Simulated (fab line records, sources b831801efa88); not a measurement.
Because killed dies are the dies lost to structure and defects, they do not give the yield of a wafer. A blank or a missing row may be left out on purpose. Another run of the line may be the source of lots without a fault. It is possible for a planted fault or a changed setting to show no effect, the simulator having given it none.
Comparing a struck lot with a sound one :: flow sky130 :: 19 steps out of a route of 708
Sound: these wafers, L641.1, L641.2, L641.4. The struck wafers were L640.1, L640.5, L640.6. The cause comes at the end.
For every step that has rows: the tool of each side, followed by ch and its chambers, followed by its first start. Under that, the readings that differ: sound wafers :: struck wafers :: difference of the means :: sigmas: that difference in standard deviations of wafers without a fault.
alike: words and numbers the same on both sides, and readings whose means are apart by under 2 such deviations; not compared: readings that were withheld, readings missing a value for some wafer, numbers with overlapping values and no deviation given by the record, and bounds like >300 which may hide the same value.
The two part at a step that has a row with sigmas, a row that says differs or no value, or rows on one side only. Numbers that don't overlap but have no deviation are shown without sigmas and don't part them. A reading that every wafer of one side lacks parts them only if that side has two wafers or more.

first, 8 steps without rows for these wafers: SKY_RES_XHIGH_DEHYDRATE_00 (time 60 s); SKY_RES_XHIGH_HMDS_01 (prime time 60 s); SKY_RES_XHIGH_COAT_02 (resist thk 1140 nm); SKY_RES_XHIGH_SOFTBAKE_03 (time 60 s); SKY_RES_XHIGH_EXPOSE_04 (exposes mask URPM, target cd 1270 nm); SKY_RES_XHIGH_PEB_05; SKY_RES_XHIGH_DEVELOP_06 (develop time 60 s); SKY_RES_XHIGH_IMPLANT_07.
SKY_RES_XHIGH_STRIP_08: strips in O2/N2.
  sound on plasma-asher-04 ch 0,1, day 33 05:54; struck on plasma-asher-04 ch 0,1, day 32 14:23
  alike: chamber-pressure-mTorr, drypump-motor-current-A, oes-product-au, strip-time-to-endpoint-s
  not compared: rf-hours-counter-h
SKY_RES_XHIGH_TW_MEAS_09:
  sound on film-metro-02, day 33 06:02; struck on film-metro-03, day 32 14:29
  alike: RES_XHIGH_TW
then, 2 steps without rows for these wafers: SKY_SD_N_DEHYDRATE_00 (time 60 s); SKY_SD_N_HMDS_01 (prime time 60 s).
SKY_SD_N_COAT_02: resist thk 1140 nm.
  sound on litho-track-02 ch 0, day 33 19:26; struck on litho-track-02, day 33 03:14
  no value came back on the struck wafers for chill-plate-temp-C (C), dispense-pressure-kPa (kPa); on the sound wafers chill-plate-temp-C (C) reads 23.01 23.08 23.02
then, 4 steps without rows for these wafers: SKY_SD_N_SOFTBAKE_03 (time 60 s); SKY_SD_N_EXPOSE_04 (exposes mask NSDM, target cd 380 nm); SKY_SD_N_PEB_05; SKY_SD_N_DEVELOP_06 (develop time 60 s).
SKY_SD_N_CD_MEAS_07: target cd 380 nm.
  sound on cd-sem-02, day 34 09:02; struck on cd-sem-02, day 33 16:42
reading: cd-nm (nm)
sound: 380.2 379.8 382.6
struck: - - -
difference: no value on the struck wafers
sigmas: 
SKY_SD_N_OVL_MEAS_08:
  sound on overlay-02, day 34 09:09; struck on overlay-01, day 33 16:49
reading: SD_N_OVL (nm)
sound: -0.8 0.2 -1.3
struck: - - -
difference: no value on the struck wafers
sigmas: 

## WHERE THEY PART
Earliest at SKY_SD_N_COAT_02; latest, in this record, at SKY_SD_N_OVL_MEAS_08.

WHY: the cause the simulator had injected
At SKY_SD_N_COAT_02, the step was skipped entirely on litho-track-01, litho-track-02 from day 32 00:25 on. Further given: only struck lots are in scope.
